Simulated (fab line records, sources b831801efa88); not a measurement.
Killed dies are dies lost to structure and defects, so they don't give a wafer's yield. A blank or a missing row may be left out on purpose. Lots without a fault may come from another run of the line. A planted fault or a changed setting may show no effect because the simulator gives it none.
One fault seen from 2 desks | flow sky130 | each desk has only its own numbers; what lay behind them comes last

THE TOOL OWNER'S DESK: litho_track-02
The tool's own readings at SKY_VT_ADJUST_NCORE_SOFTBAKE_03 (time 60 s): means of the sampled wafers that have a number, for each lot that ran on this tool. A lot is out of limits, marked OUT, if its mean lies more than 4 standard deviations from the usual mean; the brackets give that distance.
Columns: A = heater_power_total_W at SKY_VT_ADJUST_NCORE_SOFTBAKE_03, usual 56.60 W; B = run_length_s at SKY_VT_ADJUST_NCORE_SOFTBAKE_03, usual 89.36 s
lot  | first seen here | A               | B
L363 | day 9 07:34     | 56.62           | 89.28
L364 | day 9 16:37     | 56.59           | 89.44
L369 | day 10 23:47    | 57.56 (+21) OUT | 86.22 (-26) OUT
L373 | day 11 23:43    | 57.57 (+22) OUT | 86.29 (-26) OUT
L381 | day 14 14:58    | 56.58           | 89.29
This desk's finding: out of limits on L369, L373; first on L369, day 10 23:47 (heater_power_total_W at SKY_VT_ADJUST_NCORE_SOFTBAKE_03). In limits: L363, L364, L381.

THE METROLOGY DESK
What the gauges read, lot by lot, whatever tool the lot ran on: means of the sampled wafers that have a number. A lot is out of limits, marked OUT, if its mean lies more than 4 standard deviations from the usual mean; the brackets give that distance.
Columns: A = NWELL_00_OVL at SKY_NWELL_OVL_MEAS_10, usual -0.9 nm
lot  | first seen here | A
L360 | day 4 19:58     | 0.1
L361 | day 4 23:33     | -1.3
L363 | day 5 13:30     | 0.2
L364 | day 5 20:34     | -2.0
L367 | day 6 11:07     | 1.2
L369 | day 6 22:22     | -1.2
L373 | day 7 17:57     | -0.5
L374 | day 8 04:28     | -1.1
L378 | day 9 00:02     | -3.0
L380 | day 9 15:25     | -1.6
L381 | day 9 23:34     | -2.7
L382 | day 10 00:40    | -0.5
L383 | day 10 04:04    | 0.3
This desk's finding: nothing out of limits on any of the 13 lots.

PUT TOGETHER
The tool owner's desk could have raised an alarm at day 10 23:47, on L369, L373.
The metrology desk saw nothing out of limits.
The metrology desk has L369, L373 on record, within its limits.
Of the lots named, all ran SKY_VT_ADJUST_NCORE_SOFTBAKE_03 on litho_track-02.

WHAT THE SIMULATOR HAD PUT IN
Process parameter drift: litho_track-02, from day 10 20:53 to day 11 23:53, at SKY_VT_ADJUST_NCORE_SOFTBAKE_03. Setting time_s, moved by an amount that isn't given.
Lots struck among those shown: L369, L373.
Hours from the fault's start to each desk's first reading out of limits: the tool owner's desk, 3.
